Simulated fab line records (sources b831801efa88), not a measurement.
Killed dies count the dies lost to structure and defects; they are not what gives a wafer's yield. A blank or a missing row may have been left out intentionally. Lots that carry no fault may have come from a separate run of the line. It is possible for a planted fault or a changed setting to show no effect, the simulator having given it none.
fab line records    flow sky130
record: lots: 11  wafers: 33  last-day: 50
route steps=708 shown CAP2M@617 METAL4@631 VIA4@660 METAL5@662 PAD_OPEN@708
lots untouched by any fault: they come from a run of this same line in which no faults occurred
start-h: start of the lot's first displayed wafer, in hours after the record's first day    wait-h: hours since the lot's step before    " repeats the value in the row above    L1.1+2: a row that stands for several wafers    - value missing, or start not given    * or withheld: withheld    < > ~ a bound
route shown NAME@n: NAME is a module with steps in the file, n the number in the route of the first one    usual: mean/standard deviation taken from wafers without a fault    same: alike in all rows    chamber/n: place in a boat    sites: readings site by site    _std_site: standard deviation across them    _edge_site: mean of outer sites minus mean of inner sites    radius-mm: for every site, how far away it sits from the centre of the wafer    mask NAME#n: copy n    behind: tool/chamber where the wafer was last shaped    hold: why the lot was held/for how many hours/how that ended    device: which transistor (n, p or np) failed to switch    end of line: the tests these same wafers got at the end of their route    a step without rows: its recipe alone    killed: dies lost to structure and defects at the first sort, not the wafer's yield    map: a wafer's dies, x killed, . not, _ none there
set.NAME: the setting that was run; set.NAME@STEP: the one run at that earlier step    model.NAME: the simulator's own value behind a step, which no gauge read
one table for each step of the route and one row for each wafer, over a sample of lots
services: the hour from which a tool's chamber was out of use, counted from the record's first day as start-h (under 0 if before that day), plus the number of hours and why
== steps ==
step: SKY_CAP2M_STRIP_14
recipe: chemistry: O2/N2  power-w: 1400  pressure-mtorr: 1500  platen-temp-c: withheld  o2-flow-sccm: 3000  n2-flow-sccm: 300  overash-fraction: 0.5
usual: drypump-motor-current-A: 5.5/0.33  oes-product-au: 0.710/0.0045  strip-time-to-endpoint-s: 12.65/0.051
lot.wafer  tool             chamber  start-h  wait-h  drypump-motor-current-A  oes-product-au  rf-hours-counter-h  strip-time-to-endpoint-s
L422.2     plasma-asher-03  1        957.94   0.1     5.0                      0.709           114                 12.61
L422.3     "                1        "        "       5.1                      0.708           -                   12.67
L422.5     "                1        "        "       5.1                      0.708           -                   12.67
L423.1     plasma-asher-01  1        965.34   0.1     5.9                      0.711           56                  12.65
L423.3     "                0        "        "       5.5                      0.717           -                   12.59
L423.5     "                1        "        "       5.8                      0.714           -                   12.65
L424.3     plasma-asher-03  0        986.88   0.1     5.0                      0.712           -                   12.62
L424.4     "                1        "        "       5.1                      0.703           -                   12.58
L424.6     "                1        "        "       5.1                      0.704           -                   12.60
L429.1     plasma-asher-03  0        1006.89  0.1     5.1                      0.712           119                 12.64
L429.3     "                1        "        "       5.1                      0.712           -                   12.58
L429.6     "                0        "        "       5.0                      0.708           -                   12.61
L430.2     plasma-asher-03  1        1018.79  0.1     5.1                      0.711           120                 12.73
L430.5     "                0        "        "       5.0                      0.710           -                   12.76
L430.6     "                1        "        "       5.1                      0.712           -                   12.75
L431.1     plasma-asher-04  1        1021.34  0.1     5.5                      0.711           26                  12.73
L431.2     "                0        "        "       6.0                      0.711           26                  12.75
L431.6     "                1        "        "       5.5                      0.703           -                   12.70
L433.1     plasma-asher-01  1        1041.68  0.1     5.8                      0.711           63                  12.66
L433.4     "                0        "        "       5.5                      0.718           -                   12.69
L433.5     "                1        "        "       5.8                      0.708           -                   12.70
L437.1     plasma-asher-01  0        1073.30  0.1     5.5                      0.716           67                  12.67
L437.3     "                1        "        "       5.8                      0.707           -                   12.65
L437.4     "                0        "        "       5.5                      0.698           -                   12.65
L442.3     plasma-asher-01  0        1094.11  0.1     5.5                      0.705           -                   12.59
L442.4     "                1        "        "       5.8                      0.709           -                   12.59
L442.6     "                1        "        "       5.8                      0.714           -                   12.60
L443.2     plasma-asher-01  1        1104.14  0.1     5.8                      0.715           69                  12.62
L443.3     "                1        "        "       5.8                      0.720           -                   12.59
L443.5     "                0        "        "       5.4                      0.710           -                   12.59
L444.4     plasma-asher-01  0        1105.16  0.1     5.5                      0.704           -                   12.72
L444.5     "                1        "        "       5.8                      0.706           -                   12.76
L444.6     "                0        "        "       5.5                      0.710           -                   12.73
step: SKY_METAL4_DESCUM_15
recipe: chemistry: O2  source-power-w: 150  bias-power-w: 0  pressure-mtorr: 10  temp-c: 40  time-s: 8
usual: drypump-motor-current-A: 5.8/0.47  oes-product-au: 0.999/0.012
lot.wafer  tool          chamber  start-h  wait-h  drypump-motor-current-A  oes-product-au  rf-hours-counter-h
L422.2     rie-metal-03  1        983.33   0.0     6.1                      1.005           13
L422.3     "             1        "        "       6.1                      1.002           -
L422.5     "             1        "        "       6.1                      0.987           -
L423.1     rie-metal-03  0        989.88   0.0     5.4                      1.007           4
L423.3     "             0        "        "       5.4                      1.008           -
L423.5     "             0        "        "       5.4                      1.010           -
L424.3     rie-metal-01  0        1011.70  0.0     5.5                      0.987           -
L424.4     "             1        "        "       5.4                      0.988           -
L424.6     "             0        "        "       5.5                      0.987           -
L429.1     rie-metal-01  1        1030.08  0.0     5.3                      0.989           23
L429.3     "             0        "        "       5.5                      0.996           -
L429.6     "             1        "        "       5.3                      0.983           -
L430.2     rie-metal-01  1        1041.98  0.0     5.3                      0.984           24
L430.5     "             0        "        "       5.5                      0.987           -
L430.6     "             1        "        "       5.4                      0.984           -
L431.1     rie-metal-03  0        1044.99  0.0     5.4                      1.002           8
L431.2     "             1        "        "       6.1                      0.989           18
L431.6     "             0        "        "       5.4                      1.000           -
L433.1     rie-metal-04  1        1064.24  0.0     6.8                      1.003           20
L433.4     "             0        "        "       6.4                      1.005           -
L433.5     "             1        "        "       6.7                      0.993           -
L437.1     rie-metal-01  1        1094.48  0.0     5.3                      0.975           27
L437.3     "             1        "        "       5.3                      0.983           -
L437.4     "             0        "        "       5.5                      1.000           -
L442.3     rie-metal-04  0        1114.44  0.0     6.4                      1.015           -
L442.4     "             1        "        "       6.7                      1.002           -
L442.6     "             0        "        "       6.4                      1.014           -
L443.2     rie-metal-04  0        1125.08  0.0     6.4                      1.010           24
L443.3     "             1        "        "       6.8                      1.014           -
L443.5     "             0        "        "       6.4                      1.010           -
L444.4     rie-metal-03  0        1125.79  0.0     5.4                      1.003           -
L444.5     "             1        "        "       6.1                      0.996           -
L444.6     "             0        "        "       5.4                      0.989           -
step: SKY_VIA4_CMP_21
recipe: stop-on: SiO2  t-overpolish-s: 25  down-force-psi: 3.5  platen-rpm: 60  target-thk-nm: 0  pad-velocity-m-s: 0.94248
usual: motor-current-A: 10.0/0.91  overpolish-run-s: 25.001/0.0082  time-to-endpoint-s: 125/4.2
same: t-overpolish-s: 25
lot.wafer  tool    chamber  start-h  wait-h  motor-current-A  overpolish-run-s  time-to-endpoint-s
L422.3     cmp-01  0        1009.07  0.1     9.5              25.005            132
L422.2     "       1        "        "       11.8             25.001            124
L422.5     "       3        "        "       10.0             25.002            128
L423.3     cmp-02  0        1016.64  0.1     9.5              25.008            127
L423.1     "       1        "        "       11.5             25.000            133
L423.5     "       0        "        "       9.2              25.013            127
L424.3     cmp-02  0        1036.42  0.0     9.2              24.998            124
L424.4     "       3        "        "       9.7              24.987            128
L424.6     "       0        "        "       9.3              25.001            124
L429.1     cmp-01  1        1054.76  0.1     11.9             25.004            124
L429.3     "       0        "        "       9.0              25.007            130
L429.6     "       1        "        "       11.9             25.011            129
L430.2     cmp-01  3        1066.50  0.2     9.6              24.999            123
L430.6     "       0        "        "       9.1              24.979            125
L430.5     "       1        "        "       10.9             0.047             193
L431.2     cmp-01  3        1069.61  0.1     10.2             25.014            118
L431.1     "       1        "        "       12.0             0.034             194
L431.6     "       3        "        "       9.7              24.994            121
L433.4     cmp-02  1        1087.31  0.1     11.3             24.996            120
L433.1     "       3        "        "       10.6             24.992            115
L433.5     "       0        "        "       9.7              24.992            119
L437.1     cmp-02  0        1116.75  0.1     9.9              24.997            121
L437.3     "       2        "        "       9.0              25.004            131
L437.4     "       3        "        "       10.3             25.014            117
L442.4     cmp-02  1        1135.67  0.0     10.9             24.989            131
L442.3     "       0        "        "       9.6              25.008            124
L442.6     "       1        "        "       11.3             25.001            128
L443.3     cmp-02  0        1146.44  0.1     9.4              25.007            124
L443.2     "       1        "        "       11.4             25.010            126
L443.5     "       3        "        "       10.2             25.008            124
L444.4     cmp-01  2        1147.11  0.1     10.6             25.008            125
L444.5     "       0        "        "       9.7              25.002            129
L444.6     "       1        "        "       11.7             25.008            123
step: SKY_METAL5_SPUTTER_01
recipe: material: TiN  target-thk-nm: 20  power-w: 6500  time-s: 16.7  chamber-pressure-pa: 0.4
usual: chamber-pressure-pa: 0.4000/0.00073  throttle-valve-pct: 29.9/1.1
lot.wafer  tool            chamber  start-h  wait-h  chamber-pressure-pa  throttle-valve-pct
L422.2     pvd-sputter-03  -        1009.30  0.0     0.3994               29.4
L422.3     "               -        "        "       0.3984               30.8
L422.5     "               -        "        "       0.4007               30.7
L423.1     pvd-sputter-04  -        1016.91  0.0     0.3999               30.8
L423.3     "               -        "        "       0.3997               29.6
L423.5     "               -        "        "       0.3995               32.4
L424.3     pvd-sputter-02  -        1036.75  0.0     0.4003               28.4
L424.4     "               -        "        "       0.4000               30.6
L424.6     "               -        "        "       0.4002               30.6
L429.1     pvd-sputter-03  -        1055.08  0.0     0.4002               30.1
L429.3     "               -        "        "       0.4002               30.9
L429.6     "               -        "        "       0.3983               30.1
L430.2     pvd-sputter-04  -        1066.68  0.0     0.4009               32.4
L430.6     "               -        "        "       0.4016               32.2
L431.2     pvd-sputter-04  -        1069.88  0.0     0.4005               29.7
L431.6     "               -        "        "       0.4003               30.4
L433.1     pvd-sputter-03  -        1087.58  0.0     0.4000               30.8
L433.4     "               -        "        "       0.3989               30.0
L433.5     "               -        "        "       0.3994               29.0
L437.1     pvd-sputter-03  -        1117.07  0.0     0.4004               28.7
L437.3     "               -        "        "       0.4001               30.1
L437.4     "               -        "        "       0.3997               30.6
L442.3     pvd-sputter-03  -        1135.99  0.0     0.4020               29.1
L442.4     "               -        "        "       0.4007               30.2
L442.6     "               -        "        "       0.4010               29.1
L443.2     pvd-sputter-04  -        1146.71  0.0     0.3996               28.6
L443.3     "               -        "        "       0.3995               30.4
L443.5     "               -        "        "       0.4005               30.6
L444.4     pvd-sputter-04  -        1147.33  0.0     0.4005               30.6
L444.5     "               -        "        "       0.3996               29.2
L444.6     "               -        "        "       0.4003               32.3
step: SKY_PAD_OPEN_PROBE_99
usual: defect-limited-yield: 82.4/1.9  killed_at_M0_to_M3: 44/7.5  killed_at_M4_up: 3.2/1.9  killed-at-contacts: 23/4.7  killed-at-front-end: 15/4.7  killed-at-other: 0.4/0.66  killed-dies: 87/9.3  killed-on-rim: 17/4.1  killed-open: 47/7.2  killed-short: 39/6.5  sort_bin_3_pad_short: 0.8/0.39  sort_bin_5_function: 10.5/1.4  sort_bin_6_memory: 6.3/1.2  sort-n-pass: 405/9.3  sort-yield-pct: 82.4/1.9
same: gross-dies: 492  killed-at-back-side: 0  sort_bin_4_leakage[%]: 0  sort_bin_8_speed[%]: 0
lot.wafer  tool       chamber  start-h  wait-h  defect-limited-yield[%]  killed_at_M0_to_M3  killed_at_M4_up  killed-at-contacts  killed-at-front-end  killed-at-other  killed-dies  killed-on-rim  killed-open  killed-short  sort_bin_3_pad_short[%]  sort_bin_5_function[%]  sort_bin_6_memory[%]  sort-n-pass  sort-yield-pct[%]
L422.2     prober-01  -        1078.96  0.1     84.3                     32                  8                26                  11                   0                77           17             49           28            0.2                      10.2                    5.3                   415          84.3
L422.3     prober-01  -        1079.01  0.2     82.9                     36                  2                26                  18                   2                84           15             43           41            0.6                      10.4                    6.1                   408          82.9
L422.5     prober-01  -        1079.11  0.2     84.1                     34                  2                27                  14                   1                78           21             49           29            0.6                      9.8                     5.5                   414          84.1
L423.1     prober-02  -        1086.04  0.1     82.9                     48                  2                23                  11                   0                84           21             44           40            1.2                      9.3                     6.5                   408          82.9
L423.3     prober-02  -        1086.14  0.2     80.3                     47                  1                23                  25                   1                97           23             55           42            0.6                      12.2                    6.9                   395          80.3
L423.5     prober-02  -        1086.24  0.2     85.0                     36                  5                20                  12                   1                74           15             42           32            0.8                      7.9                     6.3                   418          85.0
L424.3     prober-01  -        1107.07  0.2     84.1                     42                  7                18                  10                   1                78           14             43           35            0.4                      9.3                     6.1                   414          84.1
L424.4     prober-01  -        1107.12  0.2     79.7                     43                  7                36                  14                   0                100          18             49           51            1.6                      11.8                    6.9                   392          79.7
L424.6     prober-01  -        1107.22  0.2     84.6                     40                  4                22                  10                   0                76           18             39           37            1.0                      8.9                     5.5                   416          84.6
L429.1     prober-02  -        1131.00  0.1     78.9                     55                  2                32                  12                   3                104          17             60           40            0.6                      12.6                    7.9                   388          78.9
L429.3     prober-02  -        1131.10  0.2     84.6                     42                  3                24                  7                    0                76           14             35           41            1.2                      8.1                     6.1                   416          84.6
L429.6     prober-02  -        1131.25  0.2     81.3                     47                  5                27                  11                   2                92           22             47           43            1.4                      10.8                    6.5                   400          81.3
L430.2     prober-01  -        1132.55  0.1     79.1                     56                  7                25                  14                   1                103          26             61           41            1.4                      10.4                    9.1                   389          79.1
L430.5     prober-01  -        1132.70  0.2     0                        37                  420              20                  13                   2                492          96             36           37            85.4                     9.8                     4.9                   0            0
L430.6     prober-01  -        1132.75  0.2     82.3                     45                  4                23                  14                   1                87           19             45           41            0.8                      11.8                    5.1                   405          82.3
L431.1     prober-02  -        1134.00  0.1     0                        40                  415              17                  20                   0                492          96             40           39            84.6                     11.2                    4.3                   0            0
L431.2     prober-02  -        1134.05  0.1     81.3                     51                  1                24                  14                   2                92           17             49           42            0.8                      10.8                    7.1                   400          81.3
L431.6     prober-02  -        1134.25  0.2     80.9                     54                  3                15                  21                   1                94           20             51           43            0.8                      11.6                    6.7                   398          80.9
L433.1     prober-02  -        1149.74  0.1     83.1                     46                  3                18                  16                   0                83           23             46           37            0.4                      10.0                    6.5                   409          83.1
L433.4     prober-02  -        1149.89  0.2     82.1                     34                  1                37                  15                   1                88           12             47           41            0.6                      11.2                    6.1                   404          82.1
L433.5     prober-02  -        1149.94  0.2     84.3                     52                  5                14                  6                    0                77           14             42           35            1.0                      9.6                     5.1                   415          84.3
L437.1     prober-01  -        1174.36  0.1     81.5                     52                  4                23                  11                   1                91           21             38           51            1.4                      10.8                    6.3                   401          81.5
L437.3     prober-01  -        1174.46  0.2     80.5                     52                  3                23                  17                   1                96           20             47           49            1.2                      11.4                    6.9                   396          80.5
L437.4     prober-01  -        1174.51  0.2     82.3                     42                  3                27                  13                   2                87           18             46           41            1.0                      10.6                    6.1                   405          82.3
L442.3     prober-01  -        1191.43  0.2     83.9                     50                  0                17                  12                   0                79           18             49           30            0.4                      9.6                     6.1                   413          83.9
L442.4     prober-01  -        1191.48  0.2     80.7                     40                  8                21                  26                   0                95           24             48           47            1.6                      10.6                    7.1                   397          80.7
L442.6     prober-01  -        1191.58  0.2     79.5                     52                  3                31                  15                   0                101          21             54           47            1.0                      12.6                    6.9                   391          79.5
L444.4     prober-02  -        1199.84  0.2     85.2                     36                  2                25                  10                   0                73           9              44           29            0.6                      9.3                     4.9                   419          85.2
L444.5     prober-02  -        1199.89  0.2     84.8                     38                  5                21                  11                   0                75           10             43           31            0.8                      11.0                    3.5                   417          84.8
L444.6     prober-02  -        1199.94  0.2     85.8                     38                  3                20                  8                    1                70           10             40           29            0.8                      8.7                     4.7                   422          85.8
L443.2     prober-01  -        1201.24  0.1     83.5                     44                  2                25                  9                    1                81           20             44           37            1.2                      10.2                    5.1                   411          83.5
L443.3     prober-01  -        1201.29  0.2     80.5                     43                  3                26                  24                   0                96           14             51           45            0.8                      11.6                    7.1                   396          80.5
L443.5     prober-01  -        1201.39  0.2     85.2                     39                  7                11                  16                   0                73           14             37           34            0.4                      10.4                    4.1                   419          85.2
killed by level:class
L422.2 VIA1:geometric-particle:open=11 CONTACT:geometric-particle:open=9 LI_CONTACT:geometric-particle:open=8 METAL2:geometric-particle:short=6 CONTACT:geometric-particle:short=4 METAL4:geometric-particle:open=4 FIELD_ISO:geometric-particle:short=3 POLY_GATE:geometric-particle:open=3
L422.3 CONTACT:geometric-particle:open=10 VIA1:geometric-particle:open=9 CONTACT:geometric-particle:short=6 VIA2:geometric-particle:open=6 FIELD_ISO:geometric-particle:open=4 FIELD_ISO:geometric-particle:short=4 POLY_GATE:geometric-particle:open=4 LI_CONTACT:geometric-particle:open=4
L422.5 CONTACT:geometric-particle:open=12 VIA1:geometric-particle:open=8 LI_CONTACT:geometric-particle:open=7 FIELD_ISO:geometric-particle:open=5 VIA3:geometric-particle:open=5 CONTACT:geometric-particle:short=4 METAL2:geometric-particle:short=4 VIA2:geometric-particle:short=4
L423.1 METAL1:geometric-particle:short=8 CONTACT:geometric-particle:short=8 VIA1:geometric-particle:open=8 LI_CONTACT:geometric-particle:open=6 METAL3:geometric-particle:short=6 CONTACT:geometric-particle:open=6 VIA2:geometric-particle:short=5 VIA3:geometric-particle:open=5
L423.3 METAL1:geometric-particle:short=9 VIA2:geometric-particle:open=8 LI_CONTACT:geometric-particle:open=8 VIA1:geometric-particle:open=8 FIELD_ISO:geometric-particle:open=6 VIA3:geometric-particle:open=6 POLY_GATE:geometric-particle:open=5 CONTACT:geometric-particle:open=5
L423.5 VIA2:geometric-particle:open=10 CONTACT:geometric-particle:open=7 METAL2:geometric-particle:short=6 METAL1:geometric-particle:short=4 LI_CONTACT:geometric-particle:open=4 CONTACT:geometric-particle:short=4 VIA1:geometric-particle:short=4 VIA1:geometric-particle:open=4
L424.3 VIA1:geometric-particle:open=12 CONTACT:geometric-particle:open=6 VIA3:geometric-particle:open=6 LI_CONTACT:geometric-particle:open=4 VIA1:geometric-particle:short=4 VIA2:geometric-particle:open=4 CONTACT:geometric-particle:short=3 LI_CONTACT:geometric-particle:short=3
L424.4 CONTACT:geometric-particle:open=16 VIA1:geometric-particle:short=10 LI_CONTACT:geometric-particle:open=8 VIA1:geometric-particle:open=6 METAL4:geometric-particle:short=6 POLY_GATE:geometric-particle:short=5 LOCAL_INTERCONNECT:geometric-particle:short=5 METAL1:geometric-particle:short=5
L424.6 VIA1:geometric-particle:open=9 LI_CONTACT:geometric-particle:open=8 VIA1:geometric-particle:short=7 CONTACT:geometric-particle:open=6 METAL1:geometric-particle:short=5 VIA2:geometric-particle:open=5 LI_CONTACT:geometric-particle:short=4 CONTACT:geometric-particle:short=4
L429.1 VIA1:geometric-particle:open=15 CONTACT:geometric-particle:open=10 LI_CONTACT:geometric-particle:open=8 VIA3:geometric-particle:open=8 CONTACT:geometric-particle:short=8 VIA2:geometric-particle:open=8 METAL1:geometric-particle:short=5 METAL2:geometric-particle:short=5
L429.3 VIA1:geometric-particle:open=10 LI_CONTACT:geometric-particle:open=8 VIA1:geometric-particle:short=7 CONTACT:geometric-particle:open=6 METAL3:geometric-particle:short=5 CONTACT:geometric-particle:short=4 FIELD_ISO:geometric-particle:short=3 LI_CONTACT:geometric-particle:short=3
L429.6 VIA1:geometric-particle:open=13 LI_CONTACT:geometric-particle:open=9 CONTACT:geometric-particle:short=6 VIA3:geometric-particle:open=6 VIA2:geometric-particle:open=5 LI_CONTACT:geometric-particle:short=5 CONTACT:geometric-particle:open=5 METAL2:geometric-particle:short=5
L430.2 VIA1:geometric-particle:open=13 LI_CONTACT:geometric-particle:open=12 CONTACT:geometric-particle:open=8 METAL1:geometric-particle:short=7 VIA3:geometric-particle:open=7 POLY_GATE:geometric-particle:open=6 VIA1:geometric-particle:short=6 METAL2:geometric-particle:short=5
L430.5 VIA4:area-cmp=417 VIA1:geometric-particle:open=7 CONTACT:geometric-particle:open=6 METAL2:geometric-particle:short=6 POLY_GATE:geometric-particle:open=5 LOCAL_INTERCONNECT:geometric-particle:short=5 VIA1:geometric-particle:short=4 LI_CONTACT:geometric-particle:open=4
L430.6 VIA1:geometric-particle:open=10 CONTACT:geometric-particle:open=9 METAL1:geometric-particle:short=8 LI_CONTACT:geometric-particle:open=6 METAL2:geometric-particle:short=6 VIA3:geometric-particle:open=6 POLY_GATE:geometric-particle:open=4 CONTACT:geometric-particle:short=4
L431.1 VIA4:area-cmp=413 VIA3:geometric-particle:open=9 VIA2:geometric-particle:open=8 CONTACT:geometric-particle:open=7 VIA1:geometric-particle:short=7 FIELD_ISO:geometric-particle:open=5 FIELD_ISO:geometric-particle:short=5 POLY_GATE:geometric-particle:short=4
L431.2 VIA1:geometric-particle:open=14 METAL1:geometric-particle:short=10 LI_CONTACT:geometric-particle:open=8 VIA3:geometric-particle:open=7 VIA2:geometric-particle:short=7 CONTACT:geometric-particle:open=6 VIA1:geometric-particle:short=6 VIA2:geometric-particle:open=5
L431.6 VIA1:geometric-particle:open=11 VIA2:geometric-particle:open=11 VIA1:geometric-particle:short=10 CONTACT:geometric-particle:open=8 FIELD_ISO:geometric-particle:short=6 VIA3:geometric-particle:open=6 POLY_GATE:geometric-particle:short=6 LI_CONTACT:geometric-particle:open=6
L433.1 VIA2:geometric-particle:open=11 VIA3:geometric-particle:open=9 CONTACT:geometric-particle:open=7 VIA1:geometric-particle:open=7 FIELD_ISO:geometric-particle:short=6 VIA1:geometric-particle:short=5 SPACER:geometric-particle:short=4 LI_CONTACT:geometric-particle:open=4
L433.4 LI_CONTACT:geometric-particle:open=14 VIA2:geometric-particle:open=12 CONTACT:geometric-particle:open=8 FIELD_ISO:geometric-particle:short=7 CONTACT:geometric-particle:short=7 LI_CONTACT:geometric-particle:short=5 VIA1:geometric-particle:open=3 METAL2:geometric-particle:short=3
L433.5 VIA1:geometric-particle:open=12 VIA2:geometric-particle:open=8 CONTACT:geometric-particle:open=7 VIA1:geometric-particle:short=7 VIA3:geometric-particle:open=6 METAL4:geometric-particle:short=5 VIA2:geometric-particle:short=4 METAL3:geometric-particle:short=4
L437.1 METAL2:geometric-particle:short=9 METAL1:geometric-particle:short=8 VIA1:geometric-particle:open=8 CONTACT:geometric-particle:open=8 VIA2:geometric-particle:open=7 CONTACT:geometric-particle:short=6 VIA2:geometric-particle:short=6 POLY_GATE:geometric-particle:short=4
L437.3 VIA1:geometric-particle:open=12 VIA2:geometric-particle:open=8 CONTACT:geometric-particle:short=7 VIA2:geometric-particle:short=7 CONTACT:geometric-particle:open=7 METAL2:geometric-particle:short=7 METAL1:geometric-particle:short=5 POLY_GATE:geometric-particle:short=4
L437.4 LI_CONTACT:geometric-particle:open=9 CONTACT:geometric-particle:open=8 VIA3:geometric-particle:open=8 VIA1:geometric-particle:open=7 VIA1:geometric-particle:short=7 POLY_GATE:geometric-particle:open=5 LOCAL_INTERCONNECT:geometric-particle:short=5 VIA3:geometric-particle:short=5
L442.3 VIA3:geometric-particle:open=9 VIA2:geometric-particle:open=9 CONTACT:geometric-particle:open=8 VIA1:geometric-particle:open=8 FIELD_ISO:geometric-particle:open=5 METAL1:geometric-particle:short=5 METAL3:geometric-particle:short=5 FIELD_ISO:geometric-particle:short=4
L442.4 FIELD_ISO:geometric-particle:short=14 METAL2:geometric-particle:short=9 LI_CONTACT:geometric-particle:open=7 VIA2:geometric-particle:open=7 FIELD_ISO:geometric-particle:open=5 VIA1:geometric-particle:open=5 VIA3:geometric-particle:open=5 POLY_GATE:geometric-particle:open=4
L442.6 VIA1:geometric-particle:open=12 LI_CONTACT:geometric-particle:open=9 VIA3:geometric-particle:open=9 CONTACT:geometric-particle:open=8 LOCAL_INTERCONNECT:geometric-particle:short=7 VIA1:geometric-particle:short=5 FIELD_ISO:geometric-particle:short=5 VIA2:geometric-particle:open=5
L444.4 CONTACT:geometric-particle:open=14 VIA1:geometric-particle:open=9 METAL2:geometric-particle:short=7 LI_CONTACT:geometric-particle:open=5 FIELD_ISO:geometric-particle:open=4 VIA1:geometric-particle:short=4 CONTACT:geometric-particle:short=4 VIA2:geometric-particle:short=4
L444.5 VIA1:geometric-particle:open=13 CONTACT:geometric-particle:open=8 VIA3:geometric-particle:open=7 METAL2:geometric-particle:short=7 VIA1:geometric-particle:short=5 FIELD_ISO:geometric-particle:short=4 LI_CONTACT:geometric-particle:open=3 LOCAL_INTERCONNECT:geometric-particle:open=3
L444.6 VIA3:geometric-particle:open=10 VIA1:geometric-particle:open=9 CONTACT:geometric-particle:open=8 METAL3:geometric-particle:short=4 LI_CONTACT:geometric-particle:short=4 METAL4:geometric-particle:short=3 FIELD_ISO:geometric-particle:open=3 LI_CONTACT:geometric-particle:open=3
L443.2 CONTACT:geometric-particle:open=13 VIA1:geometric-particle:open=12 METAL2:geometric-particle:short=11 CONTACT:geometric-particle:short=6 VIA3:geometric-particle:open=6 POLY_GATE:geometric-particle:open=4 METAL1:geometric-particle:short=4 LI_CONTACT:geometric-particle:open=3
L443.3 CONTACT:geometric-particle:open=12 VIA1:geometric-particle:open=10 POLY_GATE:geometric-particle:open=7 LOCAL_INTERCONNECT:geometric-particle:short=7 METAL2:geometric-particle:short=7 FIELD_ISO:geometric-particle:short=6 VIA1:geometric-particle:short=6 POLY_GATE:geometric-particle:short=5
L443.5 VIA1:geometric-particle:open=11 METAL2:geometric-particle:short=8 POLY_GATE:geometric-particle:open=7 POLY_GATE:geometric-particle:short=6 METAL1:geometric-particle:short=4 VIA2:geometric-particle:open=4 CONTACT:geometric-particle:open=3 CONTACT:geometric-particle:short=3
== services ==
tool             chamber  start-h  hours  kind
rie-metal-01     1        941.49   1.2    repair
cmp-02           -        955.57   12.2   pm
pvd-sputter-02   -        966.09   4.3    repair
plasma-asher-01  -        966.95   3.2    repair
pvd-sputter-04   -        967.10   2.8    repair
rie-metal-04     -        984.40   0.2    repair
cmp-01           -        987.58   1.1    repair
pvd-sputter-02   -        998.37   2.7    repair
pvd-sputter-02   -        999.21   5.1    repair
rie-metal-04     -        1001.93  2.8    pm
rie-metal-04     -        1010.97  14.6   pm
cmp-01           -        1019.55  2.6    repair
rie-metal-01     -        1021.74  0.5    repair
cmp-02           -        1051.79  0.3    repair
plasma-asher-03  -        1055.25  9.0    pm
rie-metal-03     -        1069.58  1.2    repair
cmp-02           -        1070.05  4.0    pm
cmp-01           -        1095.65  4.8    pm
cmp-02           -        1100.64  0.6    repair
rie-metal-03     -        1106.00  1.9    repair
cmp-01           -        1111.16  7.6    pm
cmp-01           -        1134.87  1.6    repair
rie-metal-01     -        1139.80  1.7    repair
cmp-01           -        1143.19  0.6    repair
== key ==
first-sign: step: SKY_VIA4_CMP_21  reading: overpolish-run-s  direction: down  sigmas: 99+  usual: 25.001  struck: 0.041
effect: step: SKY_VIA4_CMP_21  reading: time-to-endpoint-s  direction: up  sigmas: 16  usual: *  struck: *
effect: step: SKY_PAD_OPEN_PROBE_99  reading: sort_bin_3_pad_short  direction: up  sigmas: 99+  usual: 0.8  struck: 85.0
more-kills-born-at: SKY_VIA4_CMP_21@cmp-01: 830
met-at SKY_VIA4_CMP_21
struck-lots L430,L431
struck-wafers L430.5,L431.1
later-rows-left-out L430.5,L431.1
not-acting-at SKY_CAP2M_STRIP_14,SKY_METAL4_DESCUM_15,SKY_METAL5_SPUTTER_01
onset-between 1054.76 1066.50
fault: kind: process-parameter-drift  tool: cmp-01  chamber: -  onset-h: 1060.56  steps: SKY_VIA4_CMP_21  channel: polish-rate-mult  offset: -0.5  shape: step  end-h: 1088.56  scope: struck-wafers-only
later-rows-left-out: the simulator's readings of these wafers behind a module that went badly wrong aren't trusted and aren't shown, but for the sort
